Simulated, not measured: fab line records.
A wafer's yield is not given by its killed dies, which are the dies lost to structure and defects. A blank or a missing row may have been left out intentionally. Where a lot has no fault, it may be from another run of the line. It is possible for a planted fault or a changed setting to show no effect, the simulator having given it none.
Which tool did it? | flow sky130 | 13 lots with 39 wafers sampled at 4 steps, on a route of 708 steps

## WHAT EACH GAUGE READ, for each wafer
SKY_SD_N_RS_MEAS_18: measures by four-point-probe. Usual: RES_XHIGH_RS typically reads 333.1 ohm/sq, with standard deviation 1.1.
lot  | measured     | on            | RES_XHIGH_RS (ohm/sq) | flag
L762 | day 28 15:19 | film-metro-01 | 333.6 333.0 334.0     |
L764 | day 28 23:29 | film-metro-03 | 331.4 332.7 330.4     |
L765 | day 29 05:35 | film-metro-04 | 334.7 335.2 334.9     |
L767 | day 29 15:23 | film-metro-03 | 333.5 332.4 333.9     |
L769 | day 30 10:30 | film-metro-01 | 332.5 333.9 333.5     |
L773 | day 31 20:19 | film-metro-03 | 331.5 332.9 332.3     |
L774 | day 31 22:05 | film-metro-04 | 334.2 333.6 335.1     |
L775 | day 32 06:49 | film-metro-04 | 332.6 331.7 332.9     |
L777 | day 32 19:20 | film-metro-03 | 333.8 334.7 334.6     |
L780 | day 34 01:15 | film-metro-04 | 331.6 331.8 332.1     |
L781 | day 34 02:08 | film-metro-04 | 333.1 333.7 333.2     |
L783 | day 34 19:28 | film-metro-01 | 334.7 333.2 332.5     |
L784 | day 34 23:06 | film-metro-03 | 332.4 333.8 332.4     |

## WHICH TOOL RAN EACH LOT (tool, then ch and the chambers of the sampled wafers, then the start)
lot  | SKY_NWELL_EXPOSE_20                 | SKY_VT_ADJUST_HVTP_STRIP_10          | SKY_SD_P_STRIP_10
L762 | iline-stepper-02 ch 0, day 5 07:00  | plasma-asher-04 ch 0,1, day 6 11:37  | plasma-asher-02 ch 0,1, day 26 03:51
L764 | iline-stepper-02 ch 0, day 5 19:38  | plasma-asher-04 ch 0,1, day 6 23:33  | plasma-asher-04 ch 0,1, day 26 13:24
L765 | iline-stepper-01 ch 0, day 5 22:04  | plasma-asher-03 ch 0,1, day 7 03:06  | plasma-asher-02 ch 0,1, day 26 18:50
L767 | iline-stepper-01 ch 0, day 6 10:40  | plasma-asher-04 ch 0,1, day 7 17:16  | plasma-asher-01 ch 0,1, day 27 05:30
L769 | iline-stepper-01 ch 0, day 6 19:56  | plasma-asher-02 ch 0,1, day 8 01:46  | plasma-asher-01 ch 1, day 28 00:49
L773 | iline-stepper-01 ch 0, day 7 19:39  | plasma-asher-02 ch 0,1, day 9 03:05  | plasma-asher-01 ch 0,1, day 29 10:23
L774 | iline-stepper-01 ch 0, day 7 22:11  | plasma-asher-04 ch 0,1, day 9 06:00  | plasma-asher-02 ch 0,1, day 29 13:28
L775 | iline-stepper-01 ch 0, day 8 01:43  | plasma-asher-03 ch 0,1, day 9 09:38  | plasma-asher-02 ch 0,1, day 29 22:13
L777 | iline-stepper-01 ch 0, day 8 14:32  | plasma-asher-04 ch 0,1, day 9 21:50  | plasma-asher-02 ch 0,1, day 30 11:36
L780 | iline-stepper-01 ch 0, day 9 09:01  | plasma-asher-02 ch 0,1, day 10 18:26 | plasma-asher-02 ch 0,1, day 31 18:25
L781 | iline-stepper-02 ch 0, day 9 12:33  | plasma-asher-03 ch 0,1, day 10 21:03 | plasma-asher-02 ch 1, day 31 19:38
L783 | iline-stepper-02 ch 0, day 10 06:11 | plasma-asher-04 ch 0,1, day 11 16:20 | plasma-asher-01 ch 0,1, day 32 13:36
L784 | iline-stepper-01 ch 0, day 10 11:08 | plasma-asher-03 ch 0,1, day 11 20:41 | plasma-asher-04 ch 0,1, day 32 17:34
- SKY_NWELL_EXPOSE_20: exposes mask NWM COMPLEMENT, target cd 840 nm.
- SKY_VT_ADJUST_HVTP_STRIP_10: strips in O2/N2.
- SKY_SD_P_STRIP_10: strips in O2/N2.

## WHAT THE TOOLS THEMSELVES READ (means of the sampled wafers that have a number; where no wafer has one, the mark that the record gives instead)
SKY_NWELL_EXPOSE_20. Usual: reticle-temp-C 23.02 C, standard deviation 0.1; stage-vel-mm-s 499.98 mm/s, standard deviation 0.22.
lot  | tool             | reticle-temp-C (C) | stage-vel-mm-s (mm/s) | flag
L762 | iline-stepper-02 | 23.10              | 499.76                |
L764 | iline-stepper-02 | 23.02              | 500.06                |
L765 | iline-stepper-01 | 22.80              | 500.17                |
L767 | iline-stepper-01 | 23.05              | 500.05                |
L769 | iline-stepper-01 | 23.14              | 500.00                |
L773 | iline-stepper-01 | 23.10              | 500.18                |
L774 | iline-stepper-01 | 23.10              | 499.87                |
L775 | iline-stepper-01 | 22.94              | 500.08                |
L777 | iline-stepper-01 | 23.07              | 499.74                |
L780 | iline-stepper-01 | 23.09              | 499.94                |
L781 | iline-stepper-02 | 23.00              | 500.03                |
L783 | iline-stepper-02 | 23.09              | 499.98                |
L784 | iline-stepper-01 | 23.06              | 499.95                |

SKY_VT_ADJUST_HVTP_STRIP_10. Usual: drypump-motor-current-A 5.8 A, standard deviation 0.4; oes-product-au 0.716 a.u., standard deviation 0.0045; strip-time-to-endpoint-s 14.19 s, standard deviation 0.04.
lot  | tool            | drypump-motor-current-A (A) | oes-product-au (a.u.) | strip-time-to-endpoint-s (s) | flag
L762 | plasma-asher-04 | 5.7                         | 0.716                 | 14.20                        |
L764 | plasma-asher-04 | 5.8                         | 0.717                 | 14.21                        |
L765 | plasma-asher-03 | 6.2                         | 0.714                 | 14.17                        |
L767 | plasma-asher-04 | 5.8                         | 0.717                 | 14.21                        |
L769 | plasma-asher-02 | 5.6                         | 0.716                 | 14.16                        |
L773 | plasma-asher-02 | 5.3                         | 0.718                 | 14.18                        |
L774 | plasma-asher-04 | 5.8                         | 0.713                 | 14.14                        |
L775 | plasma-asher-03 | 6.2                         | 0.715                 | 14.26                        |
L777 | plasma-asher-04 | 5.8                         | 0.714                 | 14.20                        |
L780 | plasma-asher-02 | 5.3                         | 0.715                 | 14.20                        |
L781 | plasma-asher-03 | 6.2                         | 0.717                 | 14.18                        |
L783 | plasma-asher-04 | 5.8                         | 0.718                 | 14.18                        |
L784 | plasma-asher-03 | 6.0                         | 0.715                 | 14.16                        |

SKY_SD_P_STRIP_10. Usual: drypump-motor-current-A 5.8 A, standard deviation 0.57; oes-product-au 0.618 a.u., standard deviation 0.0045; strip-time-to-endpoint-s 17.50 s, standard deviation 0.042.
lot  | tool            | drypump-motor-current-A (A) | oes-product-au (a.u.) | strip-time-to-endpoint-s (s) | flag
L762 | plasma-asher-02 | 5.3                         | 0.619                 | 17.46                        |
L764 | plasma-asher-04 | 5.8                         | 0.618                 | 17.47                        |
L765 | plasma-asher-02 | 5.7                         | 0.617                 | 17.45                        |
L767 | plasma-asher-01 | 6.0                         | 0.618                 | 17.44                        |
L769 | plasma-asher-01 | 6.7                         | 0.619                 | 17.52                        |
L773 | plasma-asher-01 | 5.9                         | 0.621                 | 17.46                        |
L774 | plasma-asher-02 | 5.7                         | 0.614                 | 17.42                        |
L775 | plasma-asher-02 | 5.7                         | 0.620                 | 17.53                        |
L777 | plasma-asher-02 | 5.7                         | 0.621                 | 17.53                        |
L780 | plasma-asher-02 | 5.3                         | 0.618                 | 17.55                        |
L781 | plasma-asher-02 | 5.0                         | 0.621                 | 17.55                        |
L783 | plasma-asher-01 | 6.4                         | 0.619                 | 17.51                        |
L784 | plasma-asher-04 | 5.8                         | 0.622                 | 17.50                        |

## THE ANSWER, worked out from the rows above alone
Rule: take the mean of a lot's wafers that have a number; if it is more than 3 standard deviations from the usual mean, the lot is off. Also off: a lot with no number at a reading for which 4 or more lots have one. Where the step has rows for the other lots, those lots are counted as sound. The gauges are gone through in route order, then the tools' own readings, and for those a lot's mean is taken as printed above. At the first step where some lot is off, the reading lying furthest off is the one used; lots without a number count as furthest.
None of the lots is off at any reading shown; this tells nothing.

## WHAT HAD BEEN PUT IN BY THE SIMULATOR
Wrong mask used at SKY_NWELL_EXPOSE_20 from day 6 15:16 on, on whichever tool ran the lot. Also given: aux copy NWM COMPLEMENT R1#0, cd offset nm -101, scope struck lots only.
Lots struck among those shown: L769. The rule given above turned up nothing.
